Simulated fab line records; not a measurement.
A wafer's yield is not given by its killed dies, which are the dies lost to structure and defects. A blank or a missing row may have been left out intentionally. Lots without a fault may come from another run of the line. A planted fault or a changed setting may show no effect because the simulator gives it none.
Which tool did it? || flow sfq line || 42 wafers from 14 lots sampled at 4 of the route's 325 steps

WHAT THE GAUGES SHOWED, per wafer
The record holds no reading of a measuring or inspecting step that can be judged against a usual standard deviation.

WHICH TOOL RAN EACH LOT (tool, then ch and the chambers of the sampled wafers, then the start)
{"lot": "L865", "SFQ_TRILAYER_M4_STRIP_STRIP_097": "rie metal-04 ch 0,1, day 44 08:43", "SFQ_TRILAYER_M5_LITHO_PEB_126": "litho track-02 ch 0, day 56 20:05", "SFQ_TRILAYER_M5_ETCH_METAL_ETCH_126": "rie metal-03 ch 0,1, day 56 20:28", "SFQ_TRILAYER_M6_STRIP_STRIP_163": "rie metal-01 ch 0,1, day 73 01:39"}
{"lot": "L866", "SFQ_TRILAYER_M4_STRIP_STRIP_097": "rie metal-02 ch 0,1, day 44 11:01", "SFQ_TRILAYER_M5_LITHO_PEB_126": "litho track-02 ch 0, day 56 23:48", "SFQ_TRILAYER_M5_ETCH_METAL_ETCH_126": "rie metal-04 ch 0,1, day 57 00:12", "SFQ_TRILAYER_M6_STRIP_STRIP_163": "rie metal-01 ch 0,1, day 73 06:27"}
{"lot": "L867", "SFQ_TRILAYER_M4_STRIP_STRIP_097": "rie metal-04 ch 0,1, day 50 21:52", "SFQ_TRILAYER_M5_LITHO_PEB_126": "litho track-01 ch 0, day 57 08:14", "SFQ_TRILAYER_M5_ETCH_METAL_ETCH_126": "rie metal-04 ch 0,1, day 57 08:36", "SFQ_TRILAYER_M6_STRIP_STRIP_163": "rie metal-04 ch 0,1, day 73 13:39"}
{"lot": "L868", "SFQ_TRILAYER_M4_STRIP_STRIP_097": "rie metal-04 ch 0,1, day 51 12:41", "SFQ_TRILAYER_M5_LITHO_PEB_126": "litho track-02 ch 0, day 57 15:32", "SFQ_TRILAYER_M5_ETCH_METAL_ETCH_126": "rie metal-01 ch 0,1, day 57 15:55", "SFQ_TRILAYER_M6_STRIP_STRIP_163": "rie metal-03 ch 0,1, day 73 22:03"}
{"lot": "L870", "SFQ_TRILAYER_M4_STRIP_STRIP_097": "rie metal-02 ch 0,1, day 52 05:07", "SFQ_TRILAYER_M5_LITHO_PEB_126": "litho track-02 ch 0, day 58 11:03", "SFQ_TRILAYER_M5_ETCH_METAL_ETCH_126": "rie metal-04 ch 0, day 58 11:26", "SFQ_TRILAYER_M6_STRIP_STRIP_163": "rie metal-01 ch 0,1, day 74 17:15"}
{"lot": "L873", "SFQ_TRILAYER_M4_STRIP_STRIP_097": "rie metal-04 ch 0,1, day 58 16:22", "SFQ_TRILAYER_M5_LITHO_PEB_126": "litho track-01 ch 0, day 59 22:23", "SFQ_TRILAYER_M5_ETCH_METAL_ETCH_126": "rie metal-01 ch 0,1, day 59 22:46", "SFQ_TRILAYER_M6_STRIP_STRIP_163": "rie metal-03 ch 0, day 76 02:42"}
{"lot": "L874", "SFQ_TRILAYER_M4_STRIP_STRIP_097": "rie metal-02 ch 0,1, day 58 22:10", "SFQ_TRILAYER_M5_LITHO_PEB_126": "litho track-04 ch 0, day 60 01:55", "SFQ_TRILAYER_M5_ETCH_METAL_ETCH_126": "rie metal-04 ch 0, day 60 02:19", "SFQ_TRILAYER_M6_STRIP_STRIP_163": "rie metal-01 ch 0,1, day 76 04:49"}
{"lot": "L877", "SFQ_TRILAYER_M4_STRIP_STRIP_097": "rie metal-04 ch 0, day 59 21:17", "SFQ_TRILAYER_M5_LITHO_PEB_126": "litho track-01 ch 0, day 62 18:12", "SFQ_TRILAYER_M5_ETCH_METAL_ETCH_126": "rie metal-01 ch 0, day 62 18:40", "SFQ_TRILAYER_M6_STRIP_STRIP_163": "rie metal-03 ch 0,1, day 80 18:55"}
{"lot": "L881", "SFQ_TRILAYER_M4_STRIP_STRIP_097": "rie metal-03 ch 0,1, day 61 08:20", "SFQ_TRILAYER_M5_LITHO_PEB_126": "litho track-02, day 67 02:45", "SFQ_TRILAYER_M5_ETCH_METAL_ETCH_126": "rie metal-01 ch 0,1, day 67 03:09", "SFQ_TRILAYER_M6_STRIP_STRIP_163": "rie metal-04 ch 0,1, day 82 05:43"}
{"lot": "L882", "SFQ_TRILAYER_M4_STRIP_STRIP_097": "rie metal-02 ch 0,1, day 61 15:32", "SFQ_TRILAYER_M5_LITHO_PEB_126": "litho track-02, day 67 10:53", "SFQ_TRILAYER_M5_ETCH_METAL_ETCH_126": "rie metal-03 ch 0,1, day 67 11:17", "SFQ_TRILAYER_M6_STRIP_STRIP_163": "rie metal-01 ch 0,1, day 82 06:55"}
{"lot": "L885", "SFQ_TRILAYER_M4_STRIP_STRIP_097": "rie metal-03 ch 0,1, day 63 02:24", "SFQ_TRILAYER_M5_LITHO_PEB_126": "litho track-01 ch 0, day 69 08:55", "SFQ_TRILAYER_M5_ETCH_METAL_ETCH_126": "rie metal-04 ch 0,1, day 69 09:19", "SFQ_TRILAYER_M6_STRIP_STRIP_163": "rie metal-04 ch 0,1, day 83 16:31"}
{"lot": "L886", "SFQ_TRILAYER_M4_STRIP_STRIP_097": "rie metal-03 ch 0, day 63 09:24", "SFQ_TRILAYER_M5_LITHO_PEB_126": "litho track-02 ch 0, day 75 01:10", "SFQ_TRILAYER_M5_ETCH_METAL_ETCH_126": "rie metal-01 ch 0,1, day 75 01:32", "SFQ_TRILAYER_M6_STRIP_STRIP_163": "rie metal-01 ch 0,1, day 83 18:43"}
{"lot": "L887", "SFQ_TRILAYER_M4_STRIP_STRIP_097": "rie metal-03 ch 0,1, day 63 14:24", "SFQ_TRILAYER_M5_LITHO_PEB_126": "litho track-01 ch 0, day 75 12:00", "SFQ_TRILAYER_M5_ETCH_METAL_ETCH_126": "rie metal-03 ch 0, day 75 12:34", "SFQ_TRILAYER_M6_STRIP_STRIP_163": "rie metal-04 ch 0,1, day 84 08:14"}
{"lot": "L888", "SFQ_TRILAYER_M4_STRIP_STRIP_097": "rie metal-03 ch 0,1, day 63 21:24", "SFQ_TRILAYER_M5_LITHO_PEB_126": "litho track-01 ch 0, day 75 16:45", "SFQ_TRILAYER_M5_ETCH_METAL_ETCH_126": "rie metal-01 ch 0,1, day 75 17:07", "SFQ_TRILAYER_M6_STRIP_STRIP_163": "rie metal-03 ch 0,1, day 84 14:29"}
- SFQ_TRILAYER_M4_STRIP_STRIP_097: strips in O2.
- SFQ_TRILAYER_M5_LITHO_PEB_126: peb time 60 s.
- SFQ_TRILAYER_M5_ETCH_METAL_ETCH_126: etches Nb in Cl2/BCl3, stops on SiO2, time 203.2 s, target depth 265 nm.
- SFQ_TRILAYER_M6_STRIP_STRIP_163: strips in O2.

AS READ BY THE TOOLS THEMSELVES (means over the sampled wafers that have a number; for cases with no such wafer, the mark the record gives instead)
SFQ_TRILAYER_M4_STRIP_STRIP_097. Usual: drypump motor current A 5.9 A, standard deviation 0.32; he backside leak sccm 3.5 sccm, standard deviation 0.41; oes product au 0.996 a.u., standard deviation 0.0065.
{"lot": "L865", "tool": "rie metal-04", "drypump motor current A (A)": 6.2, "he backside leak sccm (sccm)": 3.4, "oes product au (a.u.)": 0.986, "flag": ""}
{"lot": "L866", "tool": "rie metal-02", "drypump motor current A (A)": 5.7, "he backside leak sccm (sccm)": 3.6, "oes product au (a.u.)": 0.994, "flag": ""}
{"lot": "L867", "tool": "rie metal-04", "drypump motor current A (A)": 6.1, "he backside leak sccm (sccm)": 3.6, "oes product au (a.u.)": 0.998, "flag": ""}
{"lot": "L868", "tool": "rie metal-04", "drypump motor current A (A)": 6.1, "he backside leak sccm (sccm)": 3.4, "oes product au (a.u.)": 1.003, "flag": ""}
{"lot": "L870", "tool": "rie metal-02", "drypump motor current A (A)": 5.8, "he backside leak sccm (sccm)": 3.4, "oes product au (a.u.)": 0.990, "flag": ""}
{"lot": "L873", "tool": "rie metal-04", "drypump motor current A (A)": 5.9, "he backside leak sccm (sccm)": 3.4, "oes product au (a.u.)": 0.996, "flag": ""}
{"lot": "L874", "tool": "rie metal-02", "drypump motor current A (A)": 5.8, "he backside leak sccm (sccm)": 3.4, "oes product au (a.u.)": 0.992, "flag": ""}
{"lot": "L877", "tool": "rie metal-04", "drypump motor current A (A)": 5.7, "he backside leak sccm (sccm)": 3.4, "oes product au (a.u.)": 1.002, "flag": ""}
{"lot": "L881", "tool": "rie metal-03", "drypump motor current A (A)": 6.1, "he backside leak sccm (sccm)": 3.2, "oes product au (a.u.)": 0.994, "flag": ""}
{"lot": "L882", "tool": "rie metal-02", "drypump motor current A (A)": 5.6, "he backside leak sccm (sccm)": 3.5, "oes product au (a.u.)": 0.999, "flag": ""}
{"lot": "L885", "tool": "rie metal-03", "drypump motor current A (A)": 6.2, "he backside leak sccm (sccm)": 3.3, "oes product au (a.u.)": 1.000, "flag": ""}
{"lot": "L886", "tool": "rie metal-03", "drypump motor current A (A)": 6.3, "he backside leak sccm (sccm)": 3.1, "oes product au (a.u.)": 0.999, "flag": ""}
{"lot": "L887", "tool": "rie metal-03", "drypump motor current A (A)": 6.2, "he backside leak sccm (sccm)": 3.2, "oes product au (a.u.)": 1.001, "flag": ""}
{"lot": "L888", "tool": "rie metal-03", "drypump motor current A (A)": 6.1, "he backside leak sccm (sccm)": 3.3, "oes product au (a.u.)": 1.003, "flag": ""}

SFQ_TRILAYER_M5_LITHO_PEB_126. Usual: chill plate temp C 22.99 C, standard deviation 0.12; exhaust pa 44.9 Pa, standard deviation 0.93; resist line temp C 23.02 C, standard deviation 0.12.
{"lot": "L865", "tool": "litho track-02", "chill plate temp C (C)": 23.04, "exhaust pa (Pa)": 44.2, "resist line temp C (C)": 23.15, "flag": ""}
{"lot": "L866", "tool": "litho track-02", "chill plate temp C (C)": 23.03, "exhaust pa (Pa)": 45.9, "resist line temp C (C)": 22.96, "flag": ""}
{"lot": "L867", "tool": "litho track-01", "chill plate temp C (C)": 22.89, "exhaust pa (Pa)": 45.6, "resist line temp C (C)": 22.88, "flag": ""}
{"lot": "L868", "tool": "litho track-02", "chill plate temp C (C)": 23.08, "exhaust pa (Pa)": 45.5, "resist line temp C (C)": 22.93, "flag": ""}
{"lot": "L870", "tool": "litho track-02", "chill plate temp C (C)": 22.81, "exhaust pa (Pa)": 45.6, "resist line temp C (C)": 23.08, "flag": ""}
{"lot": "L873", "tool": "litho track-01", "chill plate temp C (C)": 23.04, "exhaust pa (Pa)": 45.9, "resist line temp C (C)": 22.99, "flag": ""}
{"lot": "L874", "tool": "litho track-04", "chill plate temp C (C)": 23.07, "exhaust pa (Pa)": 44.5, "resist line temp C (C)": 22.82, "flag": ""}
{"lot": "L877", "tool": "litho track-01", "chill plate temp C (C)": 22.82, "exhaust pa (Pa)": 44.2, "resist line temp C (C)": 22.89, "flag": ""}
{"lot": "L881", "tool": "litho track-02", "chill plate temp C (C)": "-", "exhaust pa (Pa)": "-", "resist line temp C (C)": "-", "flag": "OFF"}
{"lot": "L882", "tool": "litho track-02", "chill plate temp C (C)": "-", "exhaust pa (Pa)": "-", "resist line temp C (C)": "-", "flag": "OFF"}
{"lot": "L885", "tool": "litho track-01", "chill plate temp C (C)": 23.20, "exhaust pa (Pa)": 45.6, "resist line temp C (C)": 22.91, "flag": ""}
{"lot": "L886", "tool": "litho track-02", "chill plate temp C (C)": 22.98, "exhaust pa (Pa)": 44.2, "resist line temp C (C)": 23.02, "flag": ""}
{"lot": "L887", "tool": "litho track-01", "chill plate temp C (C)": 22.92, "exhaust pa (Pa)": 44.3, "resist line temp C (C)": 23.17, "flag": ""}
{"lot": "L888", "tool": "litho track-01", "chill plate temp C (C)": 22.91, "exhaust pa (Pa)": 45.0, "resist line temp C (C)": 23.17, "flag": ""}

SFQ_TRILAYER_M5_ETCH_METAL_ETCH_126. Usual: drypump motor current A 5.9 A, standard deviation 0.31; he backside leak sccm 3.49 sccm, standard deviation 0.29; oes product au 0.728 a.u., standard deviation 0.006; rf fwd power W 597.6 W, standard deviation 1.7.
{"lot": "L865", "tool": "rie metal-03", "drypump motor current A (A)": 6.0, "he backside leak sccm (sccm)": 3.78, "oes product au (a.u.)": 0.729, "rf fwd power W (W)": 598.7, "flag": ""}
{"lot": "L866", "tool": "rie metal-04", "drypump motor current A (A)": 5.9, "he backside leak sccm (sccm)": 3.44, "oes product au (a.u.)": 0.736, "rf fwd power W (W)": 598.5, "flag": ""}
{"lot": "L867", "tool": "rie metal-04", "drypump motor current A (A)": 6.2, "he backside leak sccm (sccm)": 3.82, "oes product au (a.u.)": 0.722, "rf fwd power W (W)": 598.1, "flag": ""}
{"lot": "L868", "tool": "rie metal-01", "drypump motor current A (A)": 5.7, "he backside leak sccm (sccm)": 3.79, "oes product au (a.u.)": 0.729, "rf fwd power W (W)": 596.9, "flag": ""}
{"lot": "L870", "tool": "rie metal-04", "drypump motor current A (A)": 5.7, "he backside leak sccm (sccm)": 3.29, "oes product au (a.u.)": 0.731, "rf fwd power W (W)": 599.3, "flag": ""}
{"lot": "L873", "tool": "rie metal-01", "drypump motor current A (A)": 5.8, "he backside leak sccm (sccm)": 3.54, "oes product au (a.u.)": 0.722, "rf fwd power W (W)": 597.3, "flag": ""}
{"lot": "L874", "tool": "rie metal-04", "drypump motor current A (A)": 5.7, "he backside leak sccm (sccm)": 3.44, "oes product au (a.u.)": 0.721, "rf fwd power W (W)": 598.5, "flag": ""}
{"lot": "L877", "tool": "rie metal-01", "drypump motor current A (A)": 5.6, "he backside leak sccm (sccm)": 3.87, "oes product au (a.u.)": 0.728, "rf fwd power W (W)": 596.9, "flag": ""}
{"lot": "L881", "tool": "rie metal-01", "drypump motor current A (A)": 5.7, "he backside leak sccm (sccm)": 3.47, "oes product au (a.u.)": 0.731, "rf fwd power W (W)": 596.1, "flag": ""}
{"lot": "L882", "tool": "rie metal-03", "drypump motor current A (A)": 6.1, "he backside leak sccm (sccm)": 3.46, "oes product au (a.u.)": 0.731, "rf fwd power W (W)": 597.6, "flag": ""}
{"lot": "L885", "tool": "rie metal-04", "drypump motor current A (A)": 5.9, "he backside leak sccm (sccm)": 3.40, "oes product au (a.u.)": 0.726, "rf fwd power W (W)": 596.6, "flag": ""}
{"lot": "L886", "tool": "rie metal-01", "drypump motor current A (A)": 5.8, "he backside leak sccm (sccm)": 3.58, "oes product au (a.u.)": 0.724, "rf fwd power W (W)": 595.8, "flag": ""}
{"lot": "L887", "tool": "rie metal-03", "drypump motor current A (A)": 6.3, "he backside leak sccm (sccm)": 3.23, "oes product au (a.u.)": 0.723, "rf fwd power W (W)": 599.2, "flag": ""}
{"lot": "L888", "tool": "rie metal-01", "drypump motor current A (A)": 5.7, "he backside leak sccm (sccm)": 3.65, "oes product au (a.u.)": 0.738, "rf fwd power W (W)": 597.3, "flag": ""}

SFQ_TRILAYER_M6_STRIP_STRIP_163. Usual: drypump motor current A 5.96 A, standard deviation 0.3; he backside leak sccm 3.45 sccm, standard deviation 0.28; oes product au 1.000 a.u., standard deviation 0.0073.
{"lot": "L865", "tool": "rie metal-01", "drypump motor current A (A)": 5.79, "he backside leak sccm (sccm)": 3.54, "oes product au (a.u.)": 1.002, "flag": ""}
{"lot": "L866", "tool": "rie metal-01", "drypump motor current A (A)": 5.72, "he backside leak sccm (sccm)": 3.52, "oes product au (a.u.)": 1.004, "flag": ""}
{"lot": "L867", "tool": "rie metal-04", "drypump motor current A (A)": 5.91, "he backside leak sccm (sccm)": 3.39, "oes product au (a.u.)": 0.997, "flag": ""}
{"lot": "L868", "tool": "rie metal-03", "drypump motor current A (A)": 5.98, "he backside leak sccm (sccm)": 3.61, "oes product au (a.u.)": 0.987, "flag": ""}
{"lot": "L870", "tool": "rie metal-01", "drypump motor current A (A)": 5.73, "he backside leak sccm (sccm)": 3.56, "oes product au (a.u.)": 0.998, "flag": ""}
{"lot": "L873", "tool": "rie metal-03", "drypump motor current A (A)": 6.33, "he backside leak sccm (sccm)": 3.25, "oes product au (a.u.)": 1.002, "flag": ""}
{"lot": "L874", "tool": "rie metal-01", "drypump motor current A (A)": 5.72, "he backside leak sccm (sccm)": 3.51, "oes product au (a.u.)": 0.998, "flag": ""}
{"lot": "L877", "tool": "rie metal-03", "drypump motor current A (A)": 6.15, "he backside leak sccm (sccm)": 3.13, "oes product au (a.u.)": 1.006, "flag": ""}
{"lot": "L881", "tool": "rie metal-04", "drypump motor current A (A)": 5.93, "he backside leak sccm (sccm)": 3.53, "oes product au (a.u.)": 0.991, "flag": ""}
{"lot": "L882", "tool": "rie metal-01", "drypump motor current A (A)": 5.78, "he backside leak sccm (sccm)": 3.54, "oes product au (a.u.)": 1.004, "flag": ""}
{"lot": "L885", "tool": "rie metal-04", "drypump motor current A (A)": 6.15, "he backside leak sccm (sccm)": 3.59, "oes product au (a.u.)": 0.992, "flag": ""}
{"lot": "L886", "tool": "rie metal-01", "drypump motor current A (A)": 5.79, "he backside leak sccm (sccm)": 3.58, "oes product au (a.u.)": 0.999, "flag": ""}
{"lot": "L887", "tool": "rie metal-04", "drypump motor current A (A)": 6.15, "he backside leak sccm (sccm)": 3.49, "oes product au (a.u.)": 0.998, "flag": ""}
{"lot": "L888", "tool": "rie metal-03", "drypump motor current A (A)": 5.98, "he backside leak sccm (sccm)": 3.08, "oes product au (a.u.)": 0.998, "flag": ""}

THE ANSWER, worked out from the rows above alone
Rule: a lot is off if the mean of its wafers that have a number lies more than 3 standard deviations from the usual mean. Also off: a lot with no number at a reading for which 4 or more lots have one. The other lots that the step has rows for count as sound. Order of review: gauges by route order, followed by the tools' own readings, for which a lot's mean as printed above is used. At the first step where some lot is off, the reading lying furthest off is the one used; lots without a number count as furthest.
Off: L881, L882 (SFQ_TRILAYER_M5_LITHO_PEB_126, chill plate temp C). Without a number there: L881, L882.
If a tool, at that step or one of the process steps before it, ran each lot that is off and ran no sound lot following the first of them, it fits. Of those tried, none fits.

WHAT THE SIMULATOR HAD PUT IN
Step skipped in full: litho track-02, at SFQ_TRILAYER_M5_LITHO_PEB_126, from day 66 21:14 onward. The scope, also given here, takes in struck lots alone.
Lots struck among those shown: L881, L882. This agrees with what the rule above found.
